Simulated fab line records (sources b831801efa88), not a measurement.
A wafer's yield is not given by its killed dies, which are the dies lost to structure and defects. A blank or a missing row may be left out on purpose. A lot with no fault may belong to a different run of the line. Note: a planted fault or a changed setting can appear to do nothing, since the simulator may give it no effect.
Which tool was responsible? | flow sky130 | 72 wafers from 24 lots sampled at 6 of the route's 708 steps

== WHAT EACH GAUGE READ, for each wafer ==
SKY_FIELD_ISO_THK_MEAS_25. Usual: FIELD_ISO_CVD_24_THK gives 596 nm (standard deviation 5.9).
lot  | measured    | on            | FIELD_ISO_CVD_24_THK (nm) | flag
L074 | day 2 08:08 | film metro-01 | 591 594 591               |
L075 | day 2 13:28 | film metro-01 | 594 590 597               |
L076 | day 2 19:22 | film metro-02 | 591 591 590               |
L077 | day 2 23:44 | film metro-01 | 595 601 601               |
L078 | day 3 06:24 | film metro-02 | 599 596 597               |
L079 | day 3 09:16 | film metro-01 | 608 606 601               |
L080 | day 3 14:56 | film metro-04 | 599 607 601               |
L081 | day 3 20:01 | film metro-04 | 593 598 609               |
L082 | day 4 03:05 | film metro-01 | 594 594 606               |
L083 | day 4 05:56 | film metro-02 | 596 603 596               |
L084 | day 4 11:28 | film metro-04 | 594 591 599               |
L085 | day 4 15:33 | film metro-01 | 593 591 595               |
L086 | day 4 21:11 | film metro-04 | 603 614 609               |
L087 | day 5 01:57 | film metro-04 | 607 605 604               |
L088 | day 5 10:26 | film metro-02 | 593 587 594               |
L089 | day 5 12:56 | film metro-02 | 599 597 601               |
L090 | day 5 18:40 | film metro-01 | 593 592 588               |
L091 | day 5 22:45 | film metro-01 | 590 593 591               |
L092 | day 6 07:05 | film metro-01 | 598 597 596               |
L093 | day 6 14:12 | film metro-01 | 602 593 609               |
L094 | day 6 17:58 | film metro-01 | 599 599 591               |
L095 | day 7 02:14 | film metro-04 | 588 587 592               |
L096 | day 7 05:27 | film metro-04 | 596 591 595               |
L097 | day 7 08:19 | film metro-02 | 585 597 598               |

SKY_METAL4_OVL_MEAS_14. Usual: METAL4_OVL gives -2 nm (standard deviation 5.2).
lot  | measured     | on         | METAL4_OVL (nm) | flag
L074 | day 41 19:22 | overlay-01 | -9 6 5          |
L075 | day 41 21:28 | overlay-01 | 0 -6 1          |
L076 | day 42 12:22 | overlay-02 | -8 -7 -14       |
L077 | day 42 14:46 | overlay-01 | 2 -1 -2         |
L078 | day 42 23:52 | overlay-02 | 12 0 7          |
L079 | day 43 00:02 | overlay-01 | -3 -8 0         |
L080 | day 43 14:43 | overlay-02 | -1 7 4          |
L081 | day 43 21:22 | overlay-01 | -3 -4 -5        |
L082 | day 44 02:10 | overlay-02 | -9 -15 -3       |
L083 | day 44 08:31 | overlay-01 | 6 1 1           |
L084 | day 44 15:04 | overlay-01 | 4 2 -1          |
L085 | day 44 18:32 | overlay-01 | 7 9 1           |
L086 | day 45 07:16 | overlay-01 | -2 -4 -2        |
L087 | day 45 19:37 | overlay-02 | 8 5 2           |
L088 | day 45 23:55 | overlay-02 | -6 4 -2         |
L089 | day 45 23:34 | overlay-01 | -4 -6 -4        |
L090 | day 46 02:49 | overlay-01 | -2 -8 -5        |
L091 | day 46 13:04 | overlay-02 | -4 -3 -4        |
L092 | day 46 21:07 | overlay-01 | -3 -3 -6        |
L093 | day 46 23:13 | overlay-01 | 0 -7 5          |
L094 | day 47 04:55 | overlay-02 | 0 -1 -2         |
L095 | day 47 12:02 | overlay-02 | 2 -1 5          |
L096 | day 47 18:07 | overlay-02 | -7 -4 4         |
L097 | day 48 01:40 | overlay-01 | -5 -12 -11      |

== EACH LOT AND THE TOOL THAT RAN IT (in order: tool; ch and the chambers of the sampled wafers; start) ==
lot  | SKY_CONTACT_ETCH_16                | SKY_VIA1_ETCH_15                   | SKY_VIA1_SPUTTER_20          | SKY_METAL2_METAL_ETCH_19
L074 | rie diel-03 ch 0,1, day 31 15:38   | rie diel-02 ch 0,3, day 34 00:08   | pvd sputter-01, day 34 00:46 | rie metal-04 ch 0, day 35 04:47
L075 | rie diel-02 ch 1,2,3, day 31 17:35 | rie diel-03 ch 0,3, day 34 02:11   | pvd sputter-02, day 34 02:53 | rie metal-02 ch 0,1, day 35 06:34
L076 | rie diel-03 ch 0,1,2, day 32 10:59 | rie diel-03 ch 0,2,3, day 34 18:56 | pvd sputter-01, day 34 19:35 | rie metal-03 ch 0,1, day 35 22:35
L077 | rie diel-03 ch 1,2, day 32 14:35   | rie diel-03 ch 0,2,3, day 34 23:08 | pvd sputter-01, day 34 23:49 | rie metal-02 ch 0,1, day 36 02:44
L078 | rie diel-03 ch 2,3, day 33 01:05   | rie diel-03 ch 1,2, day 35 08:43   | pvd sputter-02, day 35 09:22 | rie metal-03 ch 0,1, day 36 12:17
L079 | rie diel-02 ch 0,2,3, day 33 03:29 | rie diel-03 ch 0,1,3, day 35 11:00 | pvd sputter-02, day 35 11:38 | rie metal-04 ch 0,1, day 36 14:11
L080 | rie diel-03 ch 1,2,3, day 33 17:56 | rie diel-03 ch 0,1,2, day 36 01:47 | pvd sputter-02, day 36 02:28 | rie metal-02 ch 0,1, day 37 05:38
L081 | rie diel-02 ch 0,1,3, day 34 01:47 | rie diel-02 ch 0,1,3, day 36 09:17 | pvd sputter-04, day 36 09:55 | rie metal-03 ch 0,1, day 37 13:03
L082 | rie diel-03 ch 0,2, day 34 05:47   | rie diel-03 ch 2,3, day 36 13:39   | pvd sputter-01, day 36 14:23 | rie metal-03 ch 1, day 37 17:44
L083 | rie diel-02 ch 0,1,3, day 34 13:53 | rie diel-04 ch 1,3, day 36 21:29   | pvd sputter-02, day 36 22:13 | rie metal-02 ch 0,1, day 38 01:02
L084 | rie diel-01 ch 2,3, day 34 21:35   | rie diel-03 ch 0,1,3, day 37 04:36 | pvd sputter-01, day 37 05:20 | rie metal-04 ch 0,1, day 38 07:53
L085 | rie diel-03 ch 0,1,3, day 35 03:17 | rie diel-03 ch 1,2, day 37 09:50   | pvd sputter-02, day 37 10:29 | rie metal-04 ch 0,1, day 38 13:05
L086 | rie diel-01 ch 0,1, day 35 15:38   | rie diel-03 ch 1,2, day 37 23:12   | pvd sputter-01, day 37 23:55 | rie metal-02 ch 0,1, day 39 02:33
L087 | rie diel-03 ch 2,3, day 36 05:05   | rie diel-02 ch 0,2,3, day 38 12:20 | pvd sputter-01, day 38 12:59 | rie metal-02 ch 0, day 39 15:22
L088 | rie diel-02 ch 0,1,3, day 36 12:32 | rie diel-04 ch 0,2,3, day 38 20:00 | pvd sputter-04, day 38 20:39 | rie metal-03 ch 0,1, day 39 22:42
L089 | rie diel-01 ch 0,1,2, day 36 11:50 | rie diel-02 ch 1,3, day 38 19:44   | pvd sputter-01, day 38 20:25 | rie metal-02 ch 0, day 39 22:08
L090 | rie diel-03 ch 2,3, day 36 18:41   | rie diel-02 ch 0,1,3, day 39 01:21 | pvd sputter-01, day 39 02:00 | rie metal-04 ch 0,1, day 40 03:56
L091 | rie diel-01 ch 0,2,3, day 37 05:11 | rie diel-02 ch 0,2, day 39 10:51   | pvd sputter-04, day 39 11:30 | rie metal-02 ch 0,1, day 40 13:32
L092 | rie diel-03 ch 1,2,3, day 37 14:59 | rie diel-04 ch 1,2,3, day 39 20:05 | pvd sputter-02, day 39 20:44 | rie metal-04 ch 0,1, day 40 22:33
L093 | rie diel-01 ch 1,2,3, day 37 19:07 | rie diel-03 ch 1,3, day 40 00:29   | pvd sputter-01, day 40 01:08 | rie metal-03 ch 0,1, day 41 02:20
L094 | rie diel-03 ch 0,2,3, day 38 02:38 | rie diel-04 ch 0,1,3, day 40 07:08 | pvd sputter-01, day 40 07:49 | rie metal-04 ch 0,1, day 41 09:17
L095 | rie diel-01 ch 1,2,3, day 38 10:33 | rie diel-03 ch 2,3, day 40 14:44   | pvd sputter-04, day 40 15:23 | rie metal-02 ch 0,1, day 41 16:28
L096 | rie diel-01 ch 0,1,3, day 38 17:33 | rie diel-02 ch 2,3, day 40 21:50   | pvd sputter-04, day 40 22:29 | rie metal-04 ch 0,1, day 41 23:47
L097 | rie diel-02 ch 0,2, day 39 04:27   | rie diel-02 ch 1,2,3, day 41 08:11 | pvd sputter-04, day 41 08:50 | rie metal-03 ch 1, day 42 09:23
- SKY_CONTACT_ETCH_16: etches BARC in N2/H2, stops on SiO2, time 45.9 s, target depth 60 nm.
- SKY_VIA1_ETCH_15: etches SiO2 in C4F8/O2/Ar, stops on TiN, target depth 351 nm, time 54 s.
- SKY_VIA1_SPUTTER_20: material TiN, target thk 20 nm, time 80 s.
- SKY_METAL2_METAL_ETCH_19: etches the open film in Cl2/BCl3, stops on SiO2, target depth 360 nm, time 78 s.

== AS READ BY THE TOOLS THEMSELVES (means over the sampled wafers that have a number; for cases with no such wafer, the mark the record gives instead) ==
SKY_CONTACT_ETCH_16. Usual: drypump motor current A 5.6 A, standard deviation 0.52; oes product au 0.854 a.u., standard deviation 0.0048; throttle valve pct 13.223 %, standard deviation 0.01.
lot  | tool        | drypump motor current A (A) | oes product au (a.u.) | throttle valve pct (%) | flag
L074 | rie diel-03 | 6.0                         | 0.853                 | 13.224                 |
L075 | rie diel-02 | 5.7                         | 0.855                 | 13.224                 |
L076 | rie diel-03 | 5.9                         | 0.860                 | 13.227                 |
L077 | rie diel-03 | 5.8                         | 0.852                 | 13.206                 |
L078 | rie diel-03 | 5.4                         | 0.855                 | 13.221                 |
L079 | rie diel-02 | 5.8                         | 0.850                 | 13.221                 |
L080 | rie diel-03 | 5.4                         | 0.855                 | 13.218                 |
L081 | rie diel-02 | 5.6                         | 0.852                 | 13.230                 |
L082 | rie diel-03 | 6.0                         | 0.855                 | 13.218                 |
L083 | rie diel-02 | 5.6                         | 0.851                 | 13.221                 |
L084 | rie diel-01 | 5.1                         | 0.854                 | 13.214                 |
L085 | rie diel-03 | 5.6                         | 0.859                 | 13.232                 |
L086 | rie diel-01 | 5.9                         | 0.853                 | 13.214                 |
L087 | rie diel-03 | 5.1                         | 0.857                 | 13.227                 |
L088 | rie diel-02 | 5.6                         | 0.854                 | 13.220                 |
L089 | rie diel-01 | 5.4                         | 0.852                 | 13.221                 |
L090 | rie diel-03 | 5.4                         | 0.856                 | 13.214                 |
L091 | rie diel-01 | 5.1                         | 0.855                 | 13.227                 |
L092 | rie diel-03 | 5.4                         | 0.850                 | 13.228                 |
L093 | rie diel-01 | 5.6                         | 0.856                 | 13.221                 |
L094 | rie diel-03 | 5.5                         | 0.853                 | 13.225                 |
L095 | rie diel-01 | 5.6                         | 0.850                 | 13.225                 |
L096 | rie diel-01 | 5.7                         | 0.851                 | 13.220                 |
L097 | rie diel-02 | 5.7                         | 0.856                 | 13.213                 |

SKY_VIA1_ETCH_15. Usual: oes product au at 0.982 a.u., with a standard deviation of 0.0058.
lot  | tool        | oes product au (a.u.) | flag
L074 | rie diel-02 | 0.974                 |
L075 | rie diel-03 | 0.985                 |
L076 | rie diel-03 | 0.982                 |
L077 | rie diel-03 | 0.985                 |
L078 | rie diel-03 | 0.983                 |
L079 | rie diel-03 | 0.987                 |
L080 | rie diel-03 | 0.982                 |
L081 | rie diel-02 | 0.981                 |
L082 | rie diel-03 | 0.984                 |
L083 | rie diel-04 | 0.980                 |
L084 | rie diel-03 | 0.984                 |
L085 | rie diel-03 | 0.980                 |
L086 | rie diel-03 | 0.984                 |
L087 | rie diel-02 | 0.980                 |
L088 | rie diel-04 | 0.980                 |
L089 | rie diel-02 | 0.978                 |
L090 | rie diel-02 | 0.984                 |
L091 | rie diel-02 | 0.977                 |
L092 | rie diel-04 | 0.981                 |
L093 | rie diel-03 | 0.979                 |
L094 | rie diel-04 | 0.975                 |
L095 | rie diel-03 | 0.983                 |
L096 | rie diel-02 | 0.985                 |
L097 | rie diel-02 | 0.982                 |

SKY_VIA1_SPUTTER_20. Usual: throttle valve pct at 29.8 %, with a standard deviation of 1.5.
lot  | tool           | throttle valve pct (%) | flag
L074 | pvd sputter-01 | 28.4                   |
L075 | pvd sputter-02 | 29.8                   |
L076 | pvd sputter-01 | 29.8                   |
L077 | pvd sputter-01 | 30.8                   |
L078 | pvd sputter-02 | 29.4                   |
L079 | pvd sputter-02 | 30.7                   |
L080 | pvd sputter-02 | 28.6                   |
L081 | pvd sputter-04 | 30.0                   |
L082 | pvd sputter-01 | 30.0                   |
L083 | pvd sputter-02 | 28.6                   |
L084 | pvd sputter-01 | 29.6                   |
L085 | pvd sputter-02 | 28.0                   |
L086 | pvd sputter-01 | 28.9                   |
L087 | pvd sputter-01 | 28.9                   |
L088 | pvd sputter-04 | 30.2                   |
L089 | pvd sputter-01 | 29.8                   |
L090 | pvd sputter-01 | 31.1                   |
L091 | pvd sputter-04 | 29.4                   |
L092 | pvd sputter-02 | 28.2                   |
L093 | pvd sputter-01 | 30.2                   |
L094 | pvd sputter-01 | 30.4                   |
L095 | pvd sputter-04 | 31.0                   |
L096 | pvd sputter-04 | 30.4                   |
L097 | pvd sputter-04 | 30.0                   |

SKY_METAL2_METAL_ETCH_19. Usual: drypump motor current A 5.6 A, standard deviation 0.34; oes product au 0.854 a.u., standard deviation 0.0059; throttle valve pct 22.264 %, standard deviation 0.0088.
lot  | tool         | drypump motor current A (A) | oes product au (a.u.) | throttle valve pct (%) | flag
L074 | rie metal-04 | 6.0                         | 0.858                 | 22.271                 |
L075 | rie metal-02 | 5.4                         | 0.858                 | 22.262                 |
L076 | rie metal-03 | 5.8                         | 0.849                 | 22.266                 |
L077 | rie metal-02 | 5.6                         | 0.850                 | 22.266                 |
L078 | rie metal-03 | 5.8                         | 0.859                 | 22.259                 |
L079 | rie metal-04 | 5.4                         | 0.852                 | 22.266                 |
L080 | rie metal-02 | 5.6                         | 0.856                 | 22.259                 |
L081 | rie metal-03 | 5.8                         | 0.851                 | 22.264                 |
L082 | rie metal-03 | 5.8                         | 0.853                 | 22.258                 |
L083 | rie metal-02 | 5.4                         | 0.847                 | 22.272                 |
L084 | rie metal-04 | 5.5                         | 0.846                 | 22.256                 |
L085 | rie metal-04 | 5.7                         | 0.848                 | 22.268                 |
L086 | rie metal-02 | 5.4                         | 0.853                 | 22.260                 |
L087 | rie metal-02 | 5.2                         | 0.857                 | 22.267                 |
L088 | rie metal-03 | 5.8                         | 0.863                 | 22.264                 |
L089 | rie metal-02 | 5.2                         | 0.856                 | 22.257                 |
L090 | rie metal-04 | 5.5                         | 0.849                 | 22.264                 |
L091 | rie metal-02 | 5.6                         | 0.859                 | 22.269                 |
L092 | rie metal-04 | 5.4                         | 0.851                 | 22.252                 |
L093 | rie metal-03 | 5.8                         | 0.856                 | 22.261                 |
L094 | rie metal-04 | 5.4                         | 0.849                 | 22.270                 |
L095 | rie metal-02 | 5.6                         | 0.856                 | 22.262                 |
L096 | rie metal-04 | 5.7                         | 0.855                 | 22.263                 |
L097 | rie metal-03 | 5.8                         | 0.846                 | 22.268                 |

== THE ANSWER, worked out from the rows above alone ==
Rule: lot off if the mean of its wafers having a number is beyond 3 standard deviations from the usual mean. A lot without any number at a reading at which 4 lots or more have one is off too. Any other lot the step has rows for is counted as sound. The gauges are gone through in route order, then the tools' own readings, and for those a lot's mean is taken as printed above. The first step at which some lot is off is used, and at that step the reading that is off furthest; a lot without a number counts as furthest.
No lot is off at any reading shown: from this, nothing can be told.

== WHAT THE SIMULATOR HAD INSERTED ==
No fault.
